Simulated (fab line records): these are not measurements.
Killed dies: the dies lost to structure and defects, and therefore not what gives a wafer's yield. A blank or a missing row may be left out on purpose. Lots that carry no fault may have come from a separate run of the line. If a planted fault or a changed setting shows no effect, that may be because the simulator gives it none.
Struck lot and sound lot, side by side -- flow sfq line -- 15 out of 325 route steps
Sound: wafers L936.1, L936.3, L936.4. Struck: wafer L942.1 (L942.2, L942.5, from the same lot, were not struck and are left out); the cause is given at the end.
Each step with rows lists, per side, the tool, then ch with its chambers, then its first start. Under that, the readings that differ: sound wafers -- struck wafers -- difference of the means -- sigmas: that difference in standard deviations of wafers without a fault.
alike: readings with means less than 2 such deviations apart, plus words and numbers identical on both sides. not compared: withheld readings, readings lacking a value on some wafer, bounds such as >300 that could conceal the same value, and numbers that have no deviation in the record and whose values overlap.
Wherever a step has rows on one side only, a row that says differs or no value, or a row with sigmas, the two part there. When numbers do not overlap yet have no deviation, they are printed without sigmas and do not part them. A reading missing from all wafers of one side parts the sides only when that side holds two or more wafers.

first, 1 step without rows for these wafers: SFQ_TRILAYER_M3_STRIP_SOLV_CLEAN_080 (cleans in NMP, time 600 s).
SFQ_TRILAYER_I3_DEP_PECVD_081: deposits SiO2 from SiH4/N2O, time 111.11 s, target thk 500 nm.
  sound on pecvd-01 ch 0,2, day 40 07:33; struck on pecvd-02 ch 0, day 42 14:16
  alike: heater power w, throttle valve pct
SFQ_TRILAYER_I3_CMP_CMP_082: polishes SiO2.
  sound on cmp-02 ch 0,1,3, day 41 03:35; struck on cmp-01 ch 2, day 42 15:21
reading,sound,struck,difference,sigmas
platen rpm (rpm),60.03 60.05 59.97,59.91,-0.11,-3
  alike: motor current A, slurry flow ml min, time to endpoint s
SFQ_I3_BOW_MEAS_922:
  sound on film metro-01, day 41 06:35; struck on film metro-01, day 42 17:21
  alike: I3_BOW
SFQ_TRILAYER_I3_METRO_MEASURE_083:
  sound on film metro-01, day 41 06:43; struck on film metro-01, day 42 17:28
  alike: thk nm
then, 6 steps without rows for these wafers: SFQ_TRILAYER_I3_VIA_LITHO_COAT_090 (resist thk 62 nm); SFQ_TRILAYER_I3_VIA_LITHO_COAT_085 (resist thk 650 nm); SFQ_TRILAYER_I3_VIA_LITHO_SOFTBAKE_089; SFQ_TRILAYER_I3_VIA_LITHO_EXPOSE_086 (exposes mask I3, target cd 500 nm); SFQ_TRILAYER_I3_VIA_LITHO_PEB_088 (peb time 60 s); SFQ_TRILAYER_I3_VIA_LITHO_DEVELOP_087 (time 60 s).
-- the record jumps here: 6 days lie between the struck wafers' starts before and after --
SFQ_I3_OVL_MEAS_923:
  sound on overlay-01, day 46 21:02; struck on overlay-02, day 48 18:38
  alike: I3_OVL
SFQ_TRILAYER_I3_VIA_BARC_OPEN_VIA_ETCH_121: etches BARC in O2, target depth 125 nm, time 41.7 s.
  sound on rie diel-01 ch 1,2,3, day 46 21:04; struck on rie diel-03 ch 0, day 48 18:40
reading,sound,struck,difference,sigmas
oes product au (a.u.),0.685 0.681 0.681,0.647,-0.035,-8
rf hours counter h (h),5 9 3,13,+7,
run length s (s),70.2 69.4 68.9,76.5,+7.0,+13
model.KrF_of_TRILAYER_I3_VIA_LITHO_COAT_085.thk nm (nm),575.9 575.2 574.9,567.4,-7.9,
  alike: drypump motor current A
SFQ_TRILAYER_I3_VIA_ETCH_VIA_ETCH_088: etches SiO2 in CHF3, stops on Nb, target depth 260 nm.
  sound on rie diel-01 ch 1,2,3, day 46 21:07; struck on rie diel-03 ch 0, day 48 18:43
reading,sound,struck,difference,sigmas
model.KrF_of_TRILAYER_I3_VIA_LITHO_COAT_085.thk nm (nm),531.1 531.5 530.2,522.6,-8.3,
  alike: drypump motor current A, oes product au
SFQ_TRILAYER_I3_VIA_STRIP_STRIP_089: strips in O2.
  sound on rie metal-02 ch 0,1, day 46 21:13; struck on rie metal-02 ch 1, day 48 18:49
  alike: drypump motor current A, oes product au, platen temp c
  not compared: rf hours counter h

WHERE THEY PART
Earliest at SFQ_TRILAYER_I3_CMP_CMP_082; latest, in this record, at SFQ_TRILAYER_I3_VIA_BARC_OPEN_VIA_ETCH_121. Later steps at which nothing parts them and some readings are alike: SFQ_TRILAYER_I3_VIA_ETCH_VIA_ETCH_088, SFQ_TRILAYER_I3_VIA_STRIP_STRIP_089.

WHY: the cause the simulator had injected
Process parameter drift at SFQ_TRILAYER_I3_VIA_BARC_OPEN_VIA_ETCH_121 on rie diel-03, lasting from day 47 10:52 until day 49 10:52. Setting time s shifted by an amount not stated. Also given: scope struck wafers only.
